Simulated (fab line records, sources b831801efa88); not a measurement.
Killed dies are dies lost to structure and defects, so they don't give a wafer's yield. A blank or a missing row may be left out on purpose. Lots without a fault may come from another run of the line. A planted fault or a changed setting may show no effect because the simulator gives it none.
A struck lot beside a sound one | flow sfq_line | 24 steps out of a route of 325
Sound: wafers L312.1, L312.4, L312.5. Struck: wafers L308.2, L308.4, L308.5. The cause comes at the end.
At each step with rows: each side's tool, then ch and its chambers, then its first start. Under that, the readings that differ: sound wafers | struck wafers | difference of the means | sigmas: that difference in standard deviations of wafers without a fault.
alike: readings whose means differ by less than 2 such deviations, and words and numbers that are the same on both sides. not compared: withheld readings, readings that some wafer has no value for, bounds like >300 that may hide the same value, and numbers for which the record gives no deviation and whose values overlap.
The two part at a step that has a row with sigmas, a row that says differs or no value, or rows on one side only. Numbers that don't overlap but have no deviation are shown without sigmas and don't part them. A reading that every wafer of one side lacks parts them only if that side has two wafers or more.

first, 2 steps without rows for these wafers: SFQ_TRILAYER_I1_VIA_STRIP_SOLV_CLEAN_054 (cleans in NMP, time 600 s); SFQ_TRILAYER_M2_DEP_PRE_CLEAN_056 (time 22.5 s).
SFQ_TRILAYER_M2_DEP_SPUTTER_055: material Nb, target thk 200 nm, time 133.3 s.
  sound on pvd_sputter-05, day 35 08:13; struck on pvd_sputter-03, day 33 13:21
  alike: resputter_cathode_voltage_v, throttle_valve_pct
SFQ_M2_RS_MEAS_914: measures by four-point-probe.
  sound on film_metro-04, day 35 08:19; struck on film_metro-02, day 33 13:28
  alike: M2_NB_RS
then, 6 steps without rows for these wafers: SFQ_TRILAYER_M2_LITHO_COAT_062 (resist thk 62 nm); SFQ_TRILAYER_M2_LITHO_COAT_057 (resist thk 600 nm); SFQ_TRILAYER_M2_LITHO_SOFTBAKE_061; SFQ_TRILAYER_M2_LITHO_EXPOSE_058 (exposes mask M2, target cd 500 nm); SFQ_TRILAYER_M2_LITHO_PEB_060 (peb time 60 s); SFQ_TRILAYER_M2_LITHO_DEVELOP_059 (time 60 s).
SFQ_M2_OVL_MEAS_916:
  sound on overlay-01, day 35 13:50; struck on overlay-02, day 33 18:10
  alike: M2_OVL
SFQ_TRILAYER_M2_BARC_OPEN_METAL_ETCH_077: etches BARC in O2, target depth 125 nm, time 41.7 s.
  sound on rie_metal-02 ch 0,1, day 35 13:53; struck on rie_metal-01 ch 0,1, day 33 18:11
  no value came back on the struck wafers for bias_w (W), chamber_pressure_mTorr (mTorr), drypump_motor_current_A (A), oes_product_au (a.u.); on the sound wafers bias_w (W) reads 80.44 79.60 79.88
  reading                                             | sound             | struck          | difference | sigmas
  model.KrF_of_TRILAYER_M2_LITHO_COAT_057.thk_nm (nm) | 521.2 523.9 524.1 | 574.3 574 572.3 | +50.5      |
  not compared: rf_hours_counter_h
SFQ_TRILAYER_M2_ETCH_METAL_ETCH_060: etches Nb in Cl2/Ar, stops on SiO2, target depth 240 nm, time 120 s.
  sound on rie_metal-02 ch 0,1, day 35 13:56; struck on rie_metal-01 ch 0,1, day 33 18:15
  reading                                             | sound             | struck            | difference | sigmas
  oes_product_au (a.u.)                               | 0.894 0.902 0.891 | 0.385 0.378 0.376 | -0.516     | -87
  model.KrF_of_TRILAYER_M2_LITHO_COAT_057.thk_nm (nm) | 381.5 384.8 385   | 433.7 433.6 431.6 | +49.2      |
  alike: bias_w, chamber_pressure_mTorr, drypump_motor_current_A
  not compared: rf_hours_counter_h
SFQ_TRILAYER_M2_STRIP_STRIP_061: strips in O2.
  sound on rie_metal-02 ch 0,1, day 35 14:04; struck on rie_metal-01 ch 0,1, day 33 18:23
  alike: drypump_motor_current_A, oes_product_au
  not compared: rf_hours_counter_h
then, 1 step without rows for these wafers: SFQ_TRILAYER_M2_STRIP_SOLV_CLEAN_062 (cleans in NMP, time 600 s).
SFQ_TRILAYER_I2_DEP_PECVD_063: deposits SiO2 from SiH4/N2O, time 111.11 s, target thk 500 nm.
  sound on pecvd-02 ch 0, day 35 14:50; struck on pecvd-01 ch 1,2, day 33 19:09
  reading            | sound    | struck    | difference | sigmas
  heater_power_w (W) | 67 74 74 | 95 80 100 | +20        | +2
  alike: chamber_pressure_Torr, heater_power_outer_w, showerhead_vpp_V, throttle_valve_pct
SFQ_TRILAYER_I2_CMP_CMP_064: polishes SiO2.
  sound on cmp-02 ch 1,2, day 35 20:56; struck on cmp-02 ch 0,1, day 33 20:26
  alike: motor_current_A, time_to_endpoint_s
SFQ_I2_BOW_MEAS_917:
  sound on film_metro-04, day 35 23:26; struck on film_metro-02, day 33 23:27
  alike: I2_BOW
SFQ_TRILAYER_I2_METRO_MEASURE_065:
  sound on film_metro-04, day 35 23:33; struck on film_metro-02, day 33 23:45
  alike: thk_nm
then, 3 steps without rows for these wafers: SFQ_TRILAYER_I2_VIA_LITHO_COAT_072 (resist thk 62 nm); SFQ_TRILAYER_I2_VIA_LITHO_COAT_067 (resist thk 650 nm); SFQ_TRILAYER_I2_VIA_LITHO_SOFTBAKE_071.
-- the record jumps here: 5 days lie between the struck wafers' starts before and after --
SFQ_TRILAYER_I2_VIA_LITHO_EXPOSE_068: exposes mask I2, target cd 500 nm.
  sound on krf_scanner-01 ch 0, day 41 08:28; struck on krf_scanner-01, day 39 05:04
  no value came back on the struck wafers for exposure_dose_mJ_cm2, focus_offset_nm (nm), stage_vel_mm_s (mm/s); on the sound wafers exposure_dose_mJ_cm2 reads 21.288 21.298 21.324
  alike: mask
then, 1 step without rows for these wafers: SFQ_TRILAYER_I2_VIA_LITHO_PEB_070 (peb time 60 s).

WHERE THEY PART
First at SFQ_TRILAYER_M2_BARC_OPEN_METAL_ETCH_077; last, within this record, at SFQ_TRILAYER_I2_VIA_LITHO_EXPOSE_068.

WHY: what the simulator had put in
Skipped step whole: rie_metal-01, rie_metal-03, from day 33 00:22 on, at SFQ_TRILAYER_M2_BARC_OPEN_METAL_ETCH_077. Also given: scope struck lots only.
